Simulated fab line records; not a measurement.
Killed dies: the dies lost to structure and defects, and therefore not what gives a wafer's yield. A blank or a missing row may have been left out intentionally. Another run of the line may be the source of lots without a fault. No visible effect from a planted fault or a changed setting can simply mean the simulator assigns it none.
One fault through the eyes of 2 desks :: flow sfq line :: what lay behind the numbers comes last; until then each desk has only its own

== DESK OF THE TOOL OWNER: pvd sputter-06 ==
The tool's own readings at SFQ_TRILAYER_M4_DEP_SPUTTER_091 (material Nb, target thk 200 nm, time 133.3 s): means of the sampled wafers that have a number, for each lot that ran on this tool. If a lot's mean is further than 4 standard deviations from the usual mean, the lot is out of limits and carries the mark OUT (the distance appears in the brackets).
Columns: A = cathode dc power W at SFQ_TRILAYER_M4_DEP_SPUTTER_091, usual 2000.0 W; B = throttle valve pct at SFQ_TRILAYER_M4_DEP_SPUTTER_091, usual 29.0 %
lot: L185
first seen here: day 31 10:16
A: 2000.1
B: 29.2

lot: L188
first seen here: day 39 00:01
A: 1999.8
B: 28.7

lot: L190
first seen here: day 40 02:32
A: 2000.0
B: 29.4

lot: L191
first seen here: day 40 08:32
A: 1999.9
B: 29.1

lot: L194
first seen here: day 41 02:22
A: 1999.7
B: 28.6

lot: L203
first seen here: day 44 21:06
A: 1999.6
B: 29.1
This desk's finding: nothing out of limits on any of the 6 lots.

== FROM THE METROLOGY DESK ==
What the gauges read for every lot (on any tool): the sampled wafers with a number, averaged. If a lot's mean is further than 4 standard deviations from the usual mean, the lot is out of limits and carries the mark OUT (the distance appears in the brackets).
Columns: A = I1_BOW at SFQ_I1_BOW_MEAS_912, usual -1 um; B = M4_NB_RS at SFQ_M4_RS_MEAS_924, usual 0.888 ohm/sq
lot: L185
first seen here: day 15 18:32
A: -7
B: 0.894

lot: L187
first seen here: day 17 02:28
A: 2
B: 0.887

lot: L188
first seen here: day 17 17:28
A: -3
B: 0.897

lot: L189
first seen here: day 17 23:56
A: 8
B: 0.881

lot: L190
first seen here: day 18 11:41
A: 1
B: 0.896

lot: L191
first seen here: day 19 00:02
A: 1
B: 0.730 (-18) OUT

lot: L192
first seen here: day 19 11:59
A: -0
B: 0.877

lot: L194
first seen here: day 19 20:59
A: 1
B: 0.787 (-12) OUT

lot: L200
first seen here: day 21 20:08
A: -4
B: 0.899

lot: L201
first seen here: day 22 09:07
A: 1
B: 0.884

lot: L202
first seen here: day 23 00:47
A: 1
B: 0.886

lot: L203
first seen here: day 23 01:29
A: -6
B: 0.880

lot: L204
first seen here: day 23 10:16
A: -2
B: 0.899

lot: L205
first seen here: day 23 18:56
A: -4
B: 0.893
Finding of this desk: L191, L194 out of limits, first seen on L191 at day 40 08:41 (M4_NB_RS at SFQ_M4_RS_MEAS_924). In limits: L185, L187, L188, L189, L190, L192, L200, L201, L202, L203, L204, L205.

== PUT TOGETHER ==
At day 40 08:41 the metrology desk could have sounded an alarm, on L191, L194.
The desk of the tool owner found nothing out of limits.
Tool owner's desk: L191, L194 on record, inside its limits.
SFQ_TRILAYER_M4_DEP_SPUTTER_091 was run on pvd sputter-06 by each of the lots named.

== WHAT WAS PUT IN BY THE SIMULATOR ==
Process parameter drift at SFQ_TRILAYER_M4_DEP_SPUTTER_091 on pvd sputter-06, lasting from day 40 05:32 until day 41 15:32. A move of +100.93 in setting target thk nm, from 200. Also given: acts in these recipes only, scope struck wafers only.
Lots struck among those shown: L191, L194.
Hours from the fault's start to each desk's first reading out of limits: the metrology desk, 3.
